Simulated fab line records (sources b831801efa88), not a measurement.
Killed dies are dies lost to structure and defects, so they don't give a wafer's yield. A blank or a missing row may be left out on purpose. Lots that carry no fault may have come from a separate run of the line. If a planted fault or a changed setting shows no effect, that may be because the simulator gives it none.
Which of the tools did it? + flow gf180mcu + 14 lots, 42 wafers sampled, at 3 steps of a route of 602

WHAT THE GAUGES READ, wafer by wafer
GF_SAB_CD_MEAS_09: the cd target is 420 nm. Usual: 420.1 nm for cd-nm, sd 2.2.
| lot  | measured     | on        | cd-nm (nm)        | flag |
|------|--------------|-----------|-------------------|------|
| L950 | day 15 08:24 | cd-sem-01 | 423.0 424.1 423.3 |      |
| L952 | day 16 00:05 | cd-sem-01 | 420.8 420.1 423.7 |      |
| L955 | day 16 18:31 | cd-sem-02 | 418.6 418.2 418.8 |      |
| L956 | day 17 03:27 | cd-sem-01 | 418.2 419.7 418.3 |      |
| L959 | day 18 07:05 | cd-sem-02 | 421.3 421.9 422.3 |      |
| L960 | day 18 13:45 | cd-sem-02 | 418.9 420.1 419.3 |      |
| L961 | day 18 23:47 | cd-sem-01 | 422.5 422.7 423.2 |      |
| L962 | day 19 07:52 | cd-sem-01 | 422.6 422.1 424.9 |      |
| L964 | day 20 02:06 | cd-sem-02 | 422.5 422.5 421.8 |      |
| L967 | day 21 04:20 | cd-sem-01 | 420.9 420.8 422.6 |      |
| L970 | day 22 03:33 | cd-sem-01 | 417.2 416.1 415.8 |      |
| L971 | day 22 13:54 | cd-sem-02 | 424.6 422.0 424.3 |      |
| L972 | day 22 19:20 | cd-sem-01 | 418.3 419.8 417.8 |      |
| L973 | day 23 02:44 | cd-sem-01 | 419.6 420.8 420.9 |      |

WHAT TOOL EACH LOT RAN ON (gives the tool, then ch and the chambers of the sampled wafers, and finally the start)
| lot  | GF_LVPWELL_STRIP_10                 | GF_HV_LDD_HMDS_25                 |
|------|-------------------------------------|-----------------------------------|
| L950 | plasma-asher-02 ch 0,1, day 4 00:47 | litho-track-01 ch 0, day 11 09:52 |
| L952 | plasma-asher-01 ch 0,1, day 4 09:29 | litho-track-02 ch 0, day 11 18:39 |
| L955 | plasma-asher-03 ch 0,1, day 4 23:55 | litho-track-02 ch 0, day 12 13:42 |
| L956 | plasma-asher-02 ch 0,1, day 5 05:32 | litho-track-01 ch 0, day 12 20:47 |
| L959 | plasma-asher-01 ch 0,1, day 5 23:26 | litho-track-04 ch 0, day 13 22:38 |
| L960 | plasma-asher-01 ch 0,1, day 6 04:11 | litho-track-02 ch 0, day 14 03:13 |
| L961 | plasma-asher-03 ch 0,1, day 6 08:53 | litho-track-04 ch 0, day 14 11:50 |
| L962 | plasma-asher-03 ch 0,1, day 6 15:35 | litho-track-02 ch 0, day 14 20:13 |
| L964 | plasma-asher-02 ch 0,1, day 7 02:08 | litho-track-02 ch 0, day 15 11:33 |
| L967 | plasma-asher-03 ch 0,1, day 7 20:07 | litho-track-01 ch 0, day 16 11:44 |
| L970 | plasma-asher-02 ch 1, day 8 12:35   | litho-track-01 ch 0, day 17 11:32 |
| L971 | plasma-asher-01 ch 1, day 8 18:22   | litho-track-04 ch 0, day 17 20:48 |
| L972 | plasma-asher-03 ch 0,1, day 8 23:08 | litho-track-04 ch 0, day 18 02:44 |
| L973 | plasma-asher-02 ch 0,1, day 9 05:01 | litho-track-04 ch 0, day 18 09:50 |
- GF_LVPWELL_STRIP_10: strips in O2/N2.
- GF_HV_LDD_HMDS_25: prime time 60 s.

AS READ BY THE TOOLS THEMSELVES (means over the sampled wafers that have a number; for cases with no such wafer, the mark the record gives instead)
GF_LVPWELL_STRIP_10. Usual: drypump-motor-current-A 5.8 A, standard deviation 0.51; heater-power-w 347 W, standard deviation 26; oes-product-au 0.722 a.u., standard deviation 0.0046; strip-time-to-endpoint-s 36.94 s, standard deviation 0.12.
| lot  | tool            | drypump-motor-current-A (A) | heater-power-w (W) | oes-product-au (a.u.) | strip-time-to-endpoint-s (s) | flag |
|------|-----------------|-----------------------------|--------------------|-----------------------|------------------------------|------|
| L950 | plasma-asher-02 | 6.0                         | 347                | 0.723                 | 36.86                        |      |
| L952 | plasma-asher-01 | 5.2                         | 318                | 0.726                 | 37.03                        |      |
| L955 | plasma-asher-03 | 5.9                         | 364                | 0.725                 | 36.91                        |      |
| L956 | plasma-asher-02 | 6.0                         | 349                | 0.723                 | 37.07                        |      |
| L959 | plasma-asher-01 | 5.2                         | 318                | 0.726                 | 36.81                        |      |
| L960 | plasma-asher-01 | 5.3                         | 351                | 0.722                 | 36.93                        |      |
| L961 | plasma-asher-03 | 5.9                         | 366                | 0.724                 | 37.08                        |      |
| L962 | plasma-asher-03 | 5.7                         | 355                | 0.722                 | 36.72                        |      |
| L964 | plasma-asher-02 | 6.3                         | 352                | 0.717                 | 37.10                        |      |
| L967 | plasma-asher-03 | 5.7                         | 356                | 0.724                 | 36.86                        |      |
| L970 | plasma-asher-02 | 5.7                         | 330                | 0.727                 | 37.05                        |      |
| L971 | plasma-asher-01 | 5.4                         | 372                | 0.723                 | 37.08                        |      |
| L972 | plasma-asher-03 | 5.7                         | 355                | 0.721                 | 36.90                        |      |
| L973 | plasma-asher-02 | 6.0                         | 344                | 0.720                 | 36.92                        |      |

GF_HV_LDD_HMDS_25. Usual: exhaust-pa 45.1 Pa, standard deviation 0.89; prime-temp-c 119.99 C, standard deviation 0.13.
| lot  | tool           | exhaust-pa (Pa) | prime-temp-c (C) | flag |
|------|----------------|-----------------|------------------|------|
| L950 | litho-track-01 | 44.6            | 120.08           |      |
| L952 | litho-track-02 | 45.7            | 119.78           |      |
| L955 | litho-track-02 | 46.1            | 120.26           |      |
| L956 | litho-track-01 | 45.1            | 120.09           |      |
| L959 | litho-track-04 | 44.7            | 122.45           | OFF  |
| L960 | litho-track-02 | 46.2            | 119.96           |      |
| L961 | litho-track-04 | 44.1            | 122.51           | OFF  |
| L962 | litho-track-02 | 44.8            | 120.07           |      |
| L964 | litho-track-02 | 45.6            | 120.10           |      |
| L967 | litho-track-01 | 45.2            | 119.96           |      |
| L970 | litho-track-01 | 44.9            | 120.11           |      |
| L971 | litho-track-04 | 44.8            | 119.91           |      |
| L972 | litho-track-04 | 45.7            | 119.98           |      |
| L973 | litho-track-04 | 44.8            | 119.94           |      |

THE ANSWER, worked out from the rows above alone
Rule: take the mean of a lot's wafers that have a number; if it is more than 3 standard deviations from the usual mean, the lot is off. Also off: a lot with no number at a reading for which 4 or more lots have one. All remaining lots with rows at the step are treated as sound. Order of review: gauges by route order, followed by the tools' own readings, for which a lot's mean as printed above is used. The first step at which some lot is off is used, and at that step the reading that is off furthest; a lot without a number counts as furthest.
Off: L959, L961, at GF_HV_LDD_HMDS_25 (prime-temp-c).
If a tool, at that step or one of the process steps before it, ran each lot that is off and ran no sound lot following the first of them, it fits. Not one of the candidates tried fits.

WHAT THE SIMULATOR HAD PUT IN
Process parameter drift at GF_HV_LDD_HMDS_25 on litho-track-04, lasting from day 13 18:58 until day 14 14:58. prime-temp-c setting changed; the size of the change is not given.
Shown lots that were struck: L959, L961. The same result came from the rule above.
